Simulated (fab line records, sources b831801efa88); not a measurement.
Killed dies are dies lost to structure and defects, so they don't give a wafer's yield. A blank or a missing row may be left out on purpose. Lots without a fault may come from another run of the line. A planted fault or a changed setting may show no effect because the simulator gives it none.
Chamber matching | flow gf180mcu | GF_V2_CVD_02 on pecvd-03: 3 sister chambers
The step deposits SiO2 from TEOS, target thk 850 nm, time 94.851 s. 14 wafers are shown with their chamber, then 7 later ones without.

WAFERS WITH THEIR CHAMBER
wafer  | chamber | heater_power_w (W)
L192.2 | 2       | 601
L192.4 | 1       | 588
L192.6 | 1       | 636
L194.1 | 0       | 762
L194.2 | 1       | 624
L194.5 | 1       | 572
L195.1 | 2       | 732
L195.4 | 0       | 785
L195.6 | 2       | 584
L197.3 | 1       | 558
L197.5 | 0       | 638
L197.6 | 2       | 732
L198.3 | 0       | 819
L198.4 | 0       | 641

SIGNATURES (means of the wafers above)
reading        | chamber 0 | chamber 1 | chamber 2 | scatter within a chamber
heater_power_w | 729.00    | 595.60    | 662.25    | 69
Rule: a wafer's distance from a chamber is the root of the sum, over the readings, of the square of ((its reading less the chamber's mean) divided by the reading's scatter). The wafer belongs to the nearest chamber; if the next one is less than 2 further off, it can't be placed. The scatter: the root of (the sum of the squares of (reading less its chamber's mean) over the shown wafers, divided by (wafers less chambers)).

WAFERS WITHOUT THEIR CHAMBER
wafer  | heater_power_w (W)
L198.6 | 730
L200.1 | 667
L200.2 | 817
L200.5 | 658
L208.2 | 555
L208.3 | 729
L208.5 | 807

WHICH CHAMBER EACH WENT THROUGH
wafer  | from the rows above          | in truth
L198.6 | can't be placed: 0 or 2 or 1 | 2
L200.1 | can't be placed: 2 or 0 or 1 | 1
L200.2 | can't be placed: 0 or 2 or 1 | 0
L200.5 | can't be placed: 2 or 1 or 0 | 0
L208.2 | can't be placed: 1 or 2 or 0 | 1
L208.3 | can't be placed: 0 or 2 or 1 | 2
L208.5 | can't be placed: 0 or 2 or 1 | 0
Placed correctly: 0 of 7. Can't be placed from these rows: 7 (the true chamber is among the candidates in 7). Placed wrongly: 0.
